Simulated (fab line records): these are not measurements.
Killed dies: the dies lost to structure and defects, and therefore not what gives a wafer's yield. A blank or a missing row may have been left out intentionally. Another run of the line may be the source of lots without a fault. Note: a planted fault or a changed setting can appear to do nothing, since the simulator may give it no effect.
Matching of chambers / flow gf180mcu / cmp-02 running GF_V1_CMP_26: 4 sister chambers
The step polishes, stops on SiO2, t overpolish 15 s, target thk 0 nm. 4 wafers are shown with their chamber, then 10 later ones without.

WAFERS WITH THEIR CHAMBER
wafer=L763.4; chamber=2; motor_current_A (A)=11.7
wafer=L763.6; chamber=3; motor_current_A (A)=12.6
wafer=L764.1; chamber=1; motor_current_A (A)=8.5
wafer=L764.3; chamber=0; motor_current_A (A)=10.1

WAFERS WITH NO CHAMBER GIVEN
wafer=L764.4; motor_current_A (A)=11.8
wafer=L766.2; motor_current_A (A)=10.6
wafer=L766.3; motor_current_A (A)=8.7
wafer=L766.5; motor_current_A (A)=11.5
wafer=L767.1; motor_current_A (A)=10.8
wafer=L767.4; motor_current_A (A)=9.0
wafer=L767.5; motor_current_A (A)=10.1
wafer=L770.1; motor_current_A (A)=10.5
wafer=L770.2; motor_current_A (A)=11.7
wafer=L770.6; motor_current_A (A)=8.9

THE CHAMBER EACH PASSED THROUGH
wafer=L764.4; from the rows above=can't be placed: 2 or 3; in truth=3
wafer=L766.2; from the rows above=can't be placed: 0 or 2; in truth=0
wafer=L766.3; from the rows above=1; in truth=1
wafer=L766.5; from the rows above=2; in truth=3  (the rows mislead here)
wafer=L767.1; from the rows above=can't be placed: 0 or 2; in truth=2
wafer=L767.4; from the rows above=can't be placed: 1 or 0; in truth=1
wafer=L767.5; from the rows above=0; in truth=0
wafer=L770.1; from the rows above=0; in truth=0
wafer=L770.2; from the rows above=2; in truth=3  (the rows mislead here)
wafer=L770.6; from the rows above=1; in truth=1
Correctly placed: 4 of 10. Not placeable from these rows: 4 (in 4, the candidates include the true chamber). Number placed wrongly: 2.
How it was worked out, from the rows above alone: a wafer's distance from a chamber is the root of the sum, over the readings, of the square of ((its reading less the chamber's mean) divided by the reading's scatter). If the next closest chamber is less than 2 further off than the closest, the wafer can't be placed; otherwise it belongs to the closest. For every chamber, the mean is computed from those of its wafers that are shown. The scatter (one wafer shown for each chamber): square how far every hidden wafer sits from the nearest shown wafer, average those squares and take the square root.
